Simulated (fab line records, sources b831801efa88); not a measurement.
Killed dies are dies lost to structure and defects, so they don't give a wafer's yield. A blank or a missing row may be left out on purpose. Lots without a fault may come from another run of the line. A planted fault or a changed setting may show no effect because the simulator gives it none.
fab line records | flow sky130
record lots=6 wafers=18 last_day=52
route steps=708 shown VIA2@522 METAL3@532 CAPM@537 PAD_OPEN@708
lots that met no fault: from a run of the same line without faults
start_h: hours from the record's first day to the start of the lot's first wafer shown | wait_h: hours since the lot's step before | " the same as in the row above | L1.1+2: a row that stands for several wafers | - no value, or no start given | * or withheld: withheld | < > ~ a bound
route shown NAME@n: a module of which the file shows steps, and the number in the route of the first | usual: mean/standard deviation of fault-free wafers | same: alike in all rows | chamber/n: place in a boat | sites: the reading at each site | _std_site: their standard deviation | _edge_site: outer sites' mean less inner sites' | radius_mm: how far each site lies from the wafer's centre | mask NAME#n: copy n | behind: the tool/chamber that last shaped the wafer | hold: why the lot was held/for how many hours/how that ended | device: the transistor (n, p or np) that didn't switch | end of line: the same wafers' tests at the end of the route | a step without rows: its recipe alone | killed: dies lost to structure and defects at the first sort, not the wafer's yield | map: a wafer's dies, x killed, . not, _ none there
set.NAME: the setting as run; set.NAME@STEP: as run at that earlier step | model.NAME: the simulator's own value behind a step, which no gauge read
lots at some steps of the route; a table a step, a row a wafer
services: from which hour (start_h, from the record's first day; less than 0 if before it) a tool's chamber was out of use, for how many hours, and why
## steps
# step SKY_VIA2_ETCH_15
# recipe target=SiO2 chemistry=C4F8/O2/Ar target_depth_nm=546 stop_on=TiN mask_material=KrF-thick source_w=1500 bias_w=1200 pressure_mtorr=40 c4f8_flow_sccm=withheld O2_flow_sccm=6 Ar_flow_sccm=300 time_s=84
# usual oes_product_au=0.940/0.0052
# columns lot.wafer tool chamber start_h wait_h oes_product_au rf_hours_counter_h
L890.2 rie_diel-03 0 893.07 0.0 0.936 1
L890.3 " 2 " " 0.940 10
L890.6 " 2 " " 0.931 -
L893.1 rie_diel-01 1 907.62 0.0 0.938 24
L893.3 " 2 " " 0.935 18
L893.5 " 1 " " 0.941 -
L897.2 rie_diel-03 0 912.07 0.0 0.943 2
L897.3 " 2 " " 0.941 11
L897.6 " 3 " " 0.939 -
L896.1 rie_diel-03 0 913.19 0.0 0.942 2
L896.3 " 1 " " 0.939 15
L896.5 " 0 " " 0.930 -
L905.2 rie_diel-01 3 1054.12 0.0 0.932 15
L905.5 " 3 " " 0.949 -
L905.6 " 2 " " 0.933 -
L908.2 rie_diel-02 3 1060.04 0.0 0.942 16
L908.4 " 2 " " 0.935 14
L908.6 " 0 " " 0.944 -
# step SKY_VIA2_STRIP_16
# recipe chemistry=O2/N2 power_w=1400 pressure_mtorr=1500 platen_temp_c=withheld o2_flow_sccm=3000 n2_flow_sccm=300 overash_fraction=0.5
# usual drypump_motor_current_A=5.82/0.073 oes_product_au=0.399/0.0047 strip_time_to_endpoint_s=4.06/0.034
# columns lot.wafer tool chamber start_h wait_h drypump_motor_current_A oes_product_au rf_hours_counter_h strip_time_to_endpoint_s
L890.2 plasma_asher-01 0 893.13 0.0 5.94 0.405 47 4.09
L890.3 " 1 " " 5.74 0.406 - 4.10
L890.6 " 0 " " 5.94 0.404 - 4.13
L893.1 plasma_asher-04 1 907.68 0.0 5.78 0.395 77 4.02
L893.3 " 1 " " 5.76 0.392 - 4.05
L893.5 " 1 " " 5.77 0.398 - 4.04
L897.2 plasma_asher-01 1 912.13 0.0 5.76 0.401 49 4.09
L897.3 " 0 " " 5.93 0.405 - 4.13
L897.6 " 1 " " 5.79 0.410 - 4.10
L896.1 plasma_asher-01 1 913.26 0.0 5.72 0.397 49 4.06
L896.3 " 0 " " 5.92 0.394 - 4.05
L896.5 " 0 " " 5.92 0.402 - 4.05
L905.2 plasma_asher-01 0 1054.18 0.0 5.92 0.398 62 4.04
L905.5 " 0 " " 5.93 0.394 - 4.07
L905.6 " 1 " " 5.72 0.407 - 4.05
L908.2 plasma_asher-01 1 1060.11 0.0 5.77 0.408 63 4.13
L908.4 " 0 " " 5.91 0.405 - 4.13
L908.6 " 1 " " 5.74 0.399 - 4.09
# step SKY_VIA2_STRIP_17
# recipe chemistry=post_etch_residue_remover time_s=1200 temp_c=72.5
# step SKY_VIA2_CLEAN_18
# recipe chemistry=IPA time_s=180 temp_c=25
# step SKY_VIA2_CLEAN_19
# recipe chemistry=O3/DIW dry=n2_spin
# step SKY_VIA2_SPUTTER_20
# recipe material=TiN target_thk_nm=20 chamber_pressure_pa=5 power_w=4000 time_s=80
# step SKY_VIA2_CVD_21
# recipe material=W target_thk_nm=420 time_s=126.4 temp_c=400 pressure_torr=40
# step SKY_VIA2_RS_MEAS_22
# recipe thk_meas_gauge=four-point-probe reads=W_of_VIA2_CVD_21+TiN_of_VIA2_SPUTTER_20
# usual VIA2_W_RS=0.275/0.0034
# columns lot.wafer tool chamber start_h wait_h VIA2_W_RS[ohm/sq]
L890.2 film_metro-01 - 893.94 0.1 0.269
L890.3 " - " " 0.269
L890.6 " - " " 0.268
L893.1 film_metro-02 - 908.48 0.1 0.276
L893.3 " - " " 0.281
L893.5 " - " " 0.278
L897.2 film_metro-04 - 912.94 0.1 0.278
L897.3 " - " " 0.278
L897.6 " - " " 0.273
L896.1 film_metro-02 - 914.07 0.1 0.274
L896.3 " - " " 0.278
L896.5 " - " " 0.274
L905.2 film_metro-01 - 1055.09 0.1 0.278
L905.5 " - " " 0.277
L905.6 " - " " 0.275
L908.2 film_metro-04 - 1060.91 0.1 0.277
L908.4 " - " " 0.279
L908.6 " - " " 0.275
# step SKY_VIA2_THK_MEAS_23
# recipe thk_meas_gauge=xrf reads=W_of_VIA2_CVD_21
# usual VIA2_W_THK=404/6
# columns lot.wafer tool chamber start_h wait_h VIA2_W_THK[nm]
L890.2 film_metro-01 - 894.05 0.1 407
L890.3 " - " " 412
L890.6 " - " " 412
L893.1 film_metro-02 - 908.60 0.1 399
L893.3 " - " " 389
L893.5 " - " " 395
L897.2 film_metro-04 - 913.05 0.1 403
L897.3 " - " " 401
L897.6 " - " " 405
L896.1 film_metro-02 - 914.19 0.1 402
L896.3 " - " " 397
L896.5 " - " " 401
L905.2 film_metro-01 - 1055.20 0.1 396
L905.5 " - " " 397
L905.6 " - " " 400
L908.2 film_metro-04 - 1061.02 0.1 404
L908.4 " - " " 404
L908.6 " - " " 408
# step SKY_VIA2_CMP_24
# recipe stop_on=SiO2 t_overpolish_s=20 down_force_psi=3.5 platen_rpm=60 target_thk_nm=0 pad_velocity_m_s=0.94248
# usual motor_current_A=11.3/0.91 overpolish_run_s=20.000/0.0092 time_to_endpoint_s=103/5.8
# columns lot.wafer tool chamber start_h wait_h motor_current_A overpolish_run_s time_to_endpoint_s
L890.2 cmp-01 3 894.20 0.1 11.3 19.998 100
L890.3 " 0 " " 11.6 20.001 109
L890.6 " 1 " " 9.8 20.014 99
L893.3 cmp-02 0 908.76 0.1 10.3 20.002 102
L893.1 " 1 " " 11.2 20.001 115
L893.5 " 2 " " 12.1 19.988 97
L897.2 cmp-02 0 913.10 0.0 10.0 20.013 104
L897.3 " 2 " " 12.2 20.005 94
L897.6 " 0 " " 10.0 19.998 104
L896.3 cmp-02 0 914.30 0.1 10.9 20.001 103
L896.1 " 2 " " 12.3 20.005 95
L896.5 " 3 " " 11.7 19.986 99
L905.2 cmp-01 2 1055.52 0.3 12.9 19.991 109
L905.6 " 0 " " 11.6 20.021 108
L905.5 " 1 " " 9.6 20.002 98
L908.2 cmp-01 2 1061.07 0.0 12.6 19.995 108
L908.4 " 3 " " 12.1 20.004 97
L908.6 " 3 " " 11.0 20.003 97
# step SKY_METAL3_SPUTTER_00
# recipe material=Ti target_thk_nm=15 power_w=3000 time_s=10 chamber_pressure_pa=0.4
# step SKY_METAL3_SPUTTER_01
# recipe material=TiN target_thk_nm=20 power_w=6500 time_s=16.7 chamber_pressure_pa=0.4
# step SKY_METAL3_SPUTTER_02
# recipe material=AlCu target_thk_nm=735 power_w=10600 time_s=39.1 chamber_pressure_pa=0.4
# usual throttle_valve_pct=29.3/0.85
# columns lot.wafer tool chamber start_h wait_h throttle_valve_pct
L890.2 pvd_sputter-01 - 894.44 0.0 29.0
L890.3 " - " " 29.8
L890.6 " - " " 29.8
L893.1 pvd_sputter-01 - 909.01 0.0 29.3
L893.3 " - " " 29.9
L893.5 " - " " 28.0
L897.2 pvd_sputter-01 - 913.45 0.0 29.7
L897.3 " - " " 29.2
L897.6 " - " " 29.0
L896.1 pvd_sputter-01 - 914.60 0.0 28.7
L896.3 " - " " 28.0
L896.5 " - " " 29.1
L905.2 pvd_sputter-02 - 1055.77 0.0 30.1
L905.5 " - " " 28.8
L905.6 " - " " 30.6
L908.2 pvd_sputter-03 - 1061.42 0.0 30.1
L908.4 " - " " 28.3
L908.6 " - " " 30.3
# step SKY_METAL3_SPUTTER_03
# recipe material=Ti target_thk_nm=5 power_w=3000 time_s=3.3 chamber_pressure_pa=0.4
# usual throttle_valve_pct=29.3/0.86
# columns lot.wafer tool chamber start_h wait_h throttle_valve_pct
L890.2 pvd_sputter-01 - 894.48 0.0 28.6
L890.3 " - " " 29.9
L890.6 " - " " 30.2
L893.1 pvd_sputter-01 - 909.04 0.0 29.1
L893.3 " - " " 30.0
L893.5 " - " " 28.0
L897.2 pvd_sputter-01 - 913.49 0.0 29.8
L897.3 " - " " 29.0
L897.6 " - " " 28.8
L896.1 pvd_sputter-01 - 914.64 0.0 28.9
L896.3 " - " " 28.0
L896.5 " - " " 28.8
L905.2 pvd_sputter-02 - 1055.80 0.0 30.0
L905.5 " - " " 28.3
L905.6 " - " " 30.6
L908.2 pvd_sputter-03 - 1061.46 0.0 30.2
L908.4 " - " " 27.9
L908.6 " - " " 30.1
# step SKY_METAL3_SPUTTER_04
# recipe material=TiN target_thk_nm=70 power_w=6500 time_s=58.3 chamber_pressure_pa=0.4
# step SKY_CAPM_CVD_00
# recipe material=SiO2 target_thk_nm=15.5 temp_c=400 time_s=withheld rf_w=450
# usual heater_power_w=669/77
# columns lot.wafer tool chamber start_h wait_h heater_power_w
L890.2 pecvd-03 1 894.55 0.0 727
L890.3 " 2 " " 730
L890.6 " 1 " " 730
L893.1 pecvd-03 2 909.11 0.0 868
L893.3 " 1 " " 706
L893.5 " 0 " " 612
L897.2 pecvd-02 1 913.56 0.0 607
L897.3 " 0 " " 666
L897.6 " 2 " " 697
L896.1 pecvd-01 0 914.71 0.0 583
L896.3 " 1 " " 674
L896.5 " 0 " " 588
L905.2 pecvd-01 2 1055.87 0.0 568
L905.5 " 0 " " 687
L905.6 " 2 " " 569
L908.2 pecvd-01 1 1061.52 0.0 638
L908.4 " 1 " " 651
L908.6 " 0 " " 671
# step SKY_CAPM_THK_MEAS_01
# recipe reads=SiO2_of_CAPM_CVD_00
# usual CAPM_CVD_00_THK=15.50/0.24
# columns lot.wafer tool chamber start_h wait_h CAPM_CVD_00_THK[nm]
L890.2 film_metro-02 - 894.58 - 15.00
L890.3 " - " " 15.09
L890.6 " - " " 15.09
L893.1 film_metro-01 - 909.13 - 15.41
L893.3 " - " " 15.36
L893.5 " - " " 16.10
L897.2 film_metro-01 - 913.59 - 15.65
L897.3 " - " " 15.36
L897.6 " - " " 15.54
L896.1 film_metro-02 - 914.76 - 15.21
L896.3 " - " " 15.42
L896.5 " - " " 15.59
L905.2 film_metro-01 - 1055.90 - 15.32
L905.5 " - " " 15.49
L905.6 " - " " 15.62
L908.2 film_metro-02 - 1061.56 - 15.16
L908.4 " - " " 15.59
L908.6 " - " " 15.35
# step SKY_CAPM_SPUTTER_02
# recipe material=TiN target_thk_nm=200 temp_c=300 power_w=6500 time_s=166.7 chamber_pressure_pa=0.4
# step SKY_CAPM_RS_MEAS_03
# recipe thk_meas_gauge=four-point-probe reads=TiN_of_CAPM_SPUTTER_02
# usual CAPM_TIN_RS=6.91/0.098
# columns lot.wafer tool chamber start_h wait_h CAPM_TIN_RS[ohm/sq]
L890.2 film_metro-02 - 894.76 0.1 6.95
L890.3 " - " " 6.81
L890.6 " - " " 6.94
L893.1 film_metro-02 - 909.30 0.1 6.95
L893.3 " - " " 6.86
L893.5 " - " " 7.08
L897.2 film_metro-02 - 913.77 0.1 6.86
L897.3 " - " " 6.87
L897.6 " - " " 7.04
L896.1 film_metro-03 - 914.93 0.1 6.94
L896.3 " - " " 6.87
L896.5 " - " " 6.88
L905.2 film_metro-02 - 1056.08 0.1 7.00
L905.5 " - " " 6.96
L905.6 " - " " 6.84
L908.2 film_metro-01 - 1061.74 0.1 6.92
L908.4 " - " " 6.91
L908.6 " - " " 6.89
# step SKY_CAPM_THK_MEAS_04
# recipe thk_meas_gauge=xrf reads=TiN_of_CAPM_SPUTTER_02
# usual CAPM_TIN_THK=198.9/2.9
# columns lot.wafer tool chamber start_h wait_h CAPM_TIN_THK[nm]
L890.2 film_metro-02 - 894.87 0.1 197.8
L890.3 " - " " 201.8
L890.6 " - " " 197.7
L893.1 film_metro-02 - 909.42 0.1 198.1
L893.3 " - " " 199.8
L893.5 " - " " 194.8
L897.2 film_metro-02 - 913.88 0.1 201.7
L897.3 " - " " 200.7
L897.6 " - " " 195.7
L896.1 film_metro-03 - 915.05 0.1 198.2
L896.3 " - " " 199.7
L896.5 " - " " 198.6
L905.2 film_metro-02 - 1056.19 0.1 196.0
L905.5 " - " " 196.2
L905.6 " - " " 199.9
L908.2 film_metro-01 - 1061.85 0.1 197.4
L908.4 " - " " 198.5
L908.6 " - " " 198.7
# step SKY_CAPM_DEHYDRATE_05
# recipe temp_c=200 time_s=60
# step SKY_CAPM_HMDS_06
# recipe prime_time_s=60 prime_temp_c=120
# step SKY_CAPM_COAT_07
# recipe resist=NOVOLAK spin_rpm=3000 resist_thk_nm=1140
# step SKY_CAPM_SOFTBAKE_08
# recipe temp_c=90 time_s=60 resist=NOVOLAK
# step SKY_CAPM_EXPOSE_09
# recipe mask_id=CAPM na=0.6 source_shape=conventional sigma_outer=0.6 polarization=unpolarized target_cd_nm=1000 dose_mj=159
# step SKY_CAPM_PEB_10
# recipe temp_c=withheld time_s=* resist=NOVOLAK
# step SKY_CAPM_DEVELOP_11
# recipe resist=NOVOLAK developer=TMAH develop_time_s=60 dev_temp_c=23
# step SKY_CAPM_OVL_MEAS_12
# usual CAPM_OVL=0.4/1.6
# columns lot.wafer tool chamber start_h wait_h CAPM_OVL[nm]
L890.2 overlay-01 - 920.38 0.1 1.1
L890.3 " - " " 0.2
L890.6 " - " " 1.8
L893.1 overlay-02 - 934.15 0.1 1.3
L893.3 " - " " 0.0
L893.5 " - " " 1.5
L897.2 overlay-02 - 938.07 0.1 1.5
L897.3 " - " " 2.8
L897.6 " - " " 1.3
L896.1 overlay-01 - 939.82 0.1 0.0
L896.3 " - " " 0.0
L896.5 " - " " 1.2
L905.2 overlay-01 - 1077.78 0.1 0.3
L905.5 " - " " 0.7
L905.6 " - " " 2.6
L908.2 overlay-01 - 1083.05 0.1 3.1
L908.4 " - " " 0.5
L908.6 " - " " 2.3
# step SKY_CAPM_METAL_ETCH_13
# recipe target_depth_nm=220 stop_on=SiO2 chemistry=Cl2/BCl3 target=TiN pressure_mtorr=10 icp_w=900 bias_w=48.5 Cl2_flow_sccm=60 bcl3_flow_sccm=30 time_s=62.9
# step SKY_CAPM_STRIP_14
# recipe chemistry=O2/N2 power_w=1400 pressure_mtorr=1500 platen_temp_c=withheld o2_flow_sccm=3000 n2_flow_sccm=300 overash_fraction=0.5
# step SKY_CAPM_STRIP_15
# recipe chemistry=post_etch_residue_remover time_s=1200 temp_c=72.5
# step SKY_CAPM_CLEAN_16
# recipe chemistry=IPA time_s=180 temp_c=25
# step SKY_CAPM_CLEAN_17
# recipe chemistry=O3/DIW dry=n2_spin
# step SKY_METAL3_DEHYDRATE_05
# recipe temp_c=200 time_s=60
# step SKY_METAL3_HMDS_06
# recipe prime_time_s=60 prime_temp_c=120
# step SKY_METAL3_COAT_07
# recipe resist=BARC temp_c=withheld time_s=withheld spin_rpm=3000 resist_thk_nm=60
# step SKY_METAL3_COAT_08
# recipe resist=KrF-thick spin_rpm=3000 resist_thk_nm=1140
# step SKY_METAL3_SOFTBAKE_09
# recipe temp_c=100 time_s=90 resist=KrF-thick
# step SKY_METAL3_EXPOSE_10
# recipe mask_id=MM3 na=0.68 source_shape=annular sigma_inner=0.4 sigma_outer=0.8 target_cd_nm=300 dose_mj=28
# step SKY_METAL3_PEB_11
# recipe peb_temp_c=withheld peb_time_s=withheld resist=KrF-thick
# step SKY_METAL3_DEVELOP_12
# recipe develop_time_s=60 resist=KrF-thick dev_temp_c=21
# step SKY_METAL3_CD_MEAS_13
# recipe target_cd_nm=300
# usual cd_nm=300.9/1.4
# columns lot.wafer tool chamber start_h wait_h cd_nm
L890.2 cd_sem-02 - 946.47 - 300.7
L890.3 " - " " 300.7
L890.6 " - " " 301.2
L893.1 cd_sem-02 - 960.30 - 300.0
L893.3 " - " " 299.1
L893.5 " - " " 300.2
L897.2 cd_sem-02 - 964.92 - 300.5
L897.3 " - " " 301.1
L897.6 " - " " 300.1
L896.1 cd_sem-02 - 966.35 - 300.5
L896.3 " - " " 300.7
L896.5 " - " " 301.0
L905.2 cd_sem-02 - 1100.98 - 302.3
L905.5 " - " " 299.6
L905.6 " - " " 301.7
L908.2 cd_sem-01 - 1105.27 - 300.8
L908.4 " - " " 302.9
L908.6 " - " " 303.0
# step SKY_PAD_OPEN_PROBE_99
# usual defect_limited_yield=82.5/1.8 killed_at_M0_to_M3=45/6.3 killed_at_M4_up=2.8/1.6 killed_at_contacts=24/5.1 killed_at_front_end=14/4.4 killed_at_other=0.4/0.73 killed_dies=86/9 killed_open=47/7.8 killed_short=39/6.6 sort_bin_3_pad_short=0.8/0.42 sort_bin_5_function=10.3/1.4 sort_bin_6_memory=6.3/1.2 sort_n_pass=406/9 sort_yield_pct=82.5/1.8
# same gross_dies=492 killed_at_back_side=0 sort_bin_4_leakage[%]=0 sort_bin_8_speed[%]=0
# columns lot.wafer tool chamber start_h wait_h defect_limited_yield[%] killed_at_M0_to_M3 killed_at_M4_up killed_at_contacts killed_at_front_end killed_at_other killed_dies killed_open killed_short sort_bin_3_pad_short[%] sort_bin_5_function[%] sort_bin_6_memory[%] sort_n_pass sort_yield_pct[%] model.etest.tester.sort_n_pass model.etest.tester.sort_yield_pct model.etest.tester.sort_bin_5_pct model.etest.tester.sort_bin_3_pct
L890.2 prober-02 - 1124.38 0.1 81.9 39 3 30 16 1 89 45 44 1.0 9.3 7.7 403 81.9 403 81.91 9.35 1.016
L890.3 prober-02 - 1124.43 0.2 82.1 39 3 25 21 0 88 52 36 0.8 10.2 6.9 404 82.1 404 82.11 10.16 0.813
L890.6 prober-02 - 1124.58 0.2 82.5 43 2 23 18 0 86 43 43 0.6 9.1 7.7 406 82.5 406 82.52 9.146 0.6098
L893.1 prober-02 - 1135.82 0.1 82.5 49 5 17 15 0 86 38 47 0.8 10.0 6.7 406 82.5 406 82.52 9.959 0.813
L893.3 prober-02 - 1135.92 0.2 85.8 34 6 16 13 1 70 32 37 0.6 8.9 4.7 422 85.8 422 85.77 8.943 0.6098
L893.5 prober-02 - 1136.02 0.2 80.9 47 4 24 19 0 94 57 36 1.4 10.2 7.5 398 80.9 398 80.89 10.16 1.423
L897.2 prober-02 - 1139.65 0.1 83.7 41 2 22 15 0 80 41 39 0.8 8.7 6.7 412 83.7 412 83.74 8.74 0.813
L897.3 prober-02 - 1139.70 0.2 81.3 42 5 28 17 0 92 43 49 1.4 10.6 6.7 400 81.3 400 81.3 10.57 1.423
L897.6 prober-02 - 1139.85 0.2 74.6 84 3 23 15 0 125 45 35 1.8 16.1 7.5 367 74.6 367 74.59 16.06 1.829
L896.1 prober-01 - 1139.90 0.3 76.6 62 2 26 24 1 115 44 37 1.4 14.2 7.7 377 76.6 377 76.63 14.23 1.423
L896.3 prober-01 - 1140.00 0.4 79.1 62 2 17 22 0 103 58 44 1.2 10.6 9.1 389 79.1 389 79.06 10.57 1.22
L896.5 prober-01 - 1140.10 0.4 80.9 48 1 27 17 1 94 57 36 0.8 11.2 7.1 398 80.9 398 80.89 11.18 0.813
L905.2 prober-02 - 1241.21 0.1 82.9 44 4 20 16 0 84 49 35 0.8 11.2 5.1 408 82.9 408 82.93 11.18 0.813
L905.5 prober-02 - 1241.36 0.2 80.7 51 3 17 24 0 95 43 52 1.0 10.8 7.5 397 80.7 397 80.69 10.77 1.016
L905.6 prober-02 - 1241.41 0.2 86.4 42 1 14 10 0 67 35 32 0.4 7.1 6.1 425 86.4 425 86.38 7.114 0.4065
L908.2 prober-02 - 1244.26 0.1 83.7 44 4 17 15 0 80 42 38 0.4 9.1 6.7 412 83.7 412 83.74 9.146 0.4065
L908.4 prober-02 - 1244.36 0.2 81.5 45 2 29 14 1 91 42 48 1.0 11.0 6.5 401 81.5 401 81.5 10.98 1.016
L908.6 prober-02 - 1244.46 0.2 83.9 43 5 19 12 0 79 33 46 0.8 9.3 5.9 413 83.9 413 83.94 9.35 0.813
# killed by level:class
L890.2 CONTACT:geometric_particle:open=11 LI_CONTACT:geometric_particle:open=8 VIA1:geometric_particle:open=8 METAL1:geometric_particle:short=8 LI_CONTACT:geometric_particle:short=6 VIA1:geometric_particle:short=5 FIELD_ISO:geometric_particle:short=4 POLY_GATE:geometric_particle:open=4
L890.3 LI_CONTACT:geometric_particle:open=10 POLY_GATE:geometric_particle:open=9 VIA3:geometric_particle:open=8 METAL1:geometric_particle:short=6 LOCAL_INTERCONNECT:geometric_particle:short=5 CONTACT:geometric_particle:open=5 VIA1:geometric_particle:open=5 FIELD_ISO:geometric_particle:short=4
L890.6 LI_CONTACT:geometric_particle:open=10 VIA1:geometric_particle:open=8 POLY_GATE:geometric_particle:short=7 VIA3:geometric_particle:open=7 VIA1:geometric_particle:short=6 VIA2:geometric_particle:open=6 CONTACT:geometric_particle:open=5 METAL1:geometric_particle:short=5
L893.1 VIA3:geometric_particle:open=10 VIA1:geometric_particle:open=10 VIA1:geometric_particle:short=8 FIELD_ISO:geometric_particle:short=5 LOCAL_INTERCONNECT:geometric_particle:short=5 POLY_GATE:geometric_particle:short=4 CONTACT:geometric_particle:open=4 CONTACT:geometric_particle:short=4
L893.3 CONTACT:geometric_particle:open=8 VIA3:geometric_particle:open=7 METAL4:geometric_particle:short=6 METAL1:geometric_particle:short=5 VIA1:geometric_particle:short=5 VIA1:geometric_particle:open=5 FIELD_ISO:geometric_particle:open=4 SPACER:geometric_particle:short=3
L893.5 LI_CONTACT:geometric_particle:open=9 VIA1:geometric_particle:open=9 VIA2:geometric_particle:open=8 VIA3:geometric_particle:open=8 POLY_GATE:geometric_particle:short=5 POLY_GATE:geometric_particle:open=5 CONTACT:geometric_particle:open=5 VIA1:geometric_particle:short=5
L897.2 FIELD_ISO:geometric_particle:short=7 CONTACT:geometric_particle:open=7 VIA2:geometric_particle:open=7 VIA3:geometric_particle:open=7 LI_CONTACT:geometric_particle:open=6 METAL3:geometric_particle:short=6 VIA1:geometric_particle:open=5 POLY_GATE:geometric_particle:short=4
L897.3 LI_CONTACT:geometric_particle:open=9 VIA1:geometric_particle:open=9 VIA2:geometric_particle:open=8 CONTACT:geometric_particle:short=7 LOCAL_INTERCONNECT:geometric_particle:short=7 VIA3:geometric_particle:open=7 POLY_GATE:geometric_particle:short=5 METAL1:geometric_particle:short=5
L897.6 METAL3:unspecified=45 VIA1:geometric_particle:open=9 LI_CONTACT:geometric_particle:open=8 VIA2:geometric_particle:open=7 FIELD_ISO:geometric_particle:short=6 METAL1:geometric_particle:short=6 CONTACT:geometric_particle:open=6 VIA3:geometric_particle:open=5
L896.1 METAL3:unspecified=32 CONTACT:geometric_particle:open=11 VIA1:geometric_particle:open=8 FIELD_ISO:geometric_particle:short=7 FIELD_ISO:geometric_particle:open=5 VIA1:geometric_particle:short=5 LI_CONTACT:geometric_particle:open=5 POLY_GATE:geometric_particle:open=4
L896.3 VIA1:geometric_particle:open=17 METAL1:geometric_particle:short=9 FIELD_ISO:geometric_particle:open=8 METAL2:geometric_particle:short=8 VIA3:geometric_particle:open=7 FIELD_ISO:geometric_particle:short=6 LI_CONTACT:geometric_particle:open=5 VIA2:geometric_particle:open=5
L896.5 VIA1:geometric_particle:open=14 CONTACT:geometric_particle:open=11 VIA2:geometric_particle:open=7 METAL2:geometric_particle:short=6 FIELD_ISO:geometric_particle:open=5 POLY_GATE:geometric_particle:open=5 LI_CONTACT:geometric_particle:short=5 LI_CONTACT:geometric_particle:open=5
L905.2 VIA1:geometric_particle:open=12 CONTACT:geometric_particle:open=8 CONTACT:geometric_particle:short=7 VIA2:geometric_particle:open=7 FIELD_ISO:geometric_particle:open=5 METAL2:geometric_particle:short=4 METAL1:geometric_particle:short=4 METAL2:geometric_particle:open=4
L905.5 VIA2:geometric_particle:open=10 METAL1:geometric_particle:short=8 METAL2:geometric_particle:short=8 FIELD_ISO:geometric_particle:short=7 VIA1:geometric_particle:open=7 LI_CONTACT:geometric_particle:open=4 FIELD_ISO:geometric_particle:open=4 POLY_GATE:geometric_particle:short=4
L905.6 VIA3:geometric_particle:open=9 VIA1:geometric_particle:open=8 METAL2:geometric_particle:short=7 CONTACT:geometric_particle:open=5 METAL1:geometric_particle:short=5 VIA2:geometric_particle:open=4 LI_CONTACT:geometric_particle:short=4 VIA1:geometric_particle:short=4
L908.2 VIA1:geometric_particle:open=16 CONTACT:geometric_particle:open=6 FIELD_ISO:geometric_particle:short=5 LOCAL_INTERCONNECT:geometric_particle:short=5 VIA1:geometric_particle:short=5 VIA2:geometric_particle:open=5 FIELD_ISO:geometric_particle:open=4 METAL1:geometric_particle:short=4
L908.4 CONTACT:geometric_particle:open=11 VIA1:geometric_particle:open=11 METAL2:geometric_particle:short=8 METAL1:geometric_particle:short=7 LI_CONTACT:geometric_particle:open=6 CONTACT:geometric_particle:short=6 VIA1:geometric_particle:short=6 FIELD_ISO:geometric_particle:short=4
L908.6 VIA1:geometric_particle:open=9 METAL1:geometric_particle:short=6 METAL2:geometric_particle:short=6 CONTACT:geometric_particle:short=5 FIELD_ISO:geometric_particle:short=4 LI_CONTACT:geometric_particle:short=4 CONTACT:geometric_particle:open=4 VIA3:geometric_particle:open=4
# map L896.1 (x killed, . not)
__________.....x..xx_________
________.x.....xx.xxxx_______
______...x.....xxxxxxxx._____
_____.......x.xxxxxxxx.xx____
____x...........xxxxxxxx..___
___x.............xxxxx...xx__
__x.......x......xx.....xx.._
_.......x....x....x.xx.x.....
_....x...........x..x.....xxx
_.x....xxxx.........x.x.....x
_x...x..x....x.x.......x.....
_......xxxx...............x..
_....xxx.x.x..x.............x
_.....x..........x..........x
_......x....x...xx...x.......
__x.x......................._
___.x.......xx....x........__
____.......x...x...x......___
_____..x.xx............x.____
______................x._____
________.........x...._______
__________...x......_________
# map L897.6 (x killed, . not)
__________...x.x.xxx_________
________x......xxxxxxx_______
______....x....xxxxxxxxx_____
_____......x..x.xxxxxxx..____
____.........x.xxxxxxxx..x___
___..x.x.......xxxxxx.x....__
__...x......x.x..x..xxx..xxx_
_.x.....x...x..xx......x.....
_...x.......x.........x......
_......................x.....
_.xxxx.x.x.........xx.x......
_....x.xx....x.......x.....x.
_.....x...x........x.......x.
_...x....xx.x.x..x..........x
_..........xxx..........x.x.x
__.x...x..x..x.....x.x....x._
___..................x...x.__
____..xx........x.........___
_____x...x...x......xx...____
______..xx......x......._____
________.............._______
__________..x.x....._________
## services
# columns tool chamber start_h hours kind
cmp-02 - 891.02 7.2 pm
cmp-02 - 898.27 6.8 pm
rie_diel-02 3 901.48 1.9 repair
pecvd-01 - 904.11 2.3 repair
rie_diel-02 3 906.77 8.7 repair
cmp-01 - 912.03 4.0 pm
rie_diel-01 3 913.95 52.3 repair
rie_diel-01 2 918.30 4.0 repair
pvd_sputter-02 - 937.61 0.6 repair
pecvd-03 2 949.26 9.5 repair
rie_diel-03 1 957.67 6.3 repair
pecvd-03 - 973.28 0.7 repair
plasma_asher-01 - 977.38 12.5 repair
pvd_sputter-02 - 980.89 4.8 repair
pvd_sputter-01 - 990.40 2.7 repair
pecvd-03 - 999.59 0.7 repair
rie_diel-03 2 1002.02 9.2 repair
rie_diel-01 1 1004.00 16.7 repair
cmp-01 - 1005.91 0.6 repair
cmp-01 - 1006.19 1.1 repair
pvd_sputter-02 - 1016.92 1.2 repair
plasma_asher-01 - 1021.66 14.6 pm
cmp-01 - 1025.01 0.5 repair
pvd_sputter-03 - 1033.16 2.4 repair
## key
first_sign step=SKY_PAD_OPEN_PROBE_99 reading=killed_at_M0_to_M3 direction=up sigmas=4.5 usual=45 struck=73
effect step=SKY_PAD_OPEN_PROBE_99 reading=defect_limited_yield direction=down sigmas=3.8 usual=82.5 struck=75.6
model_effect step=SKY_PAD_OPEN_PROBE_99 value=etest.tester.sort_n_pass without=408 struck=372
met_at SKY_METAL3_SPUTTER_02
struck_wafers L896.1,L897.6
onset_between 894.44 913.45
fault kind=chamber_particle_source tool=pvd_sputter-01 chamber=- onset_h=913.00 steps=SKY_METAL3_SPUTTER_02 rate_per_visit_cm2=0.47899 end_h=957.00 scope=struck_wafers_only
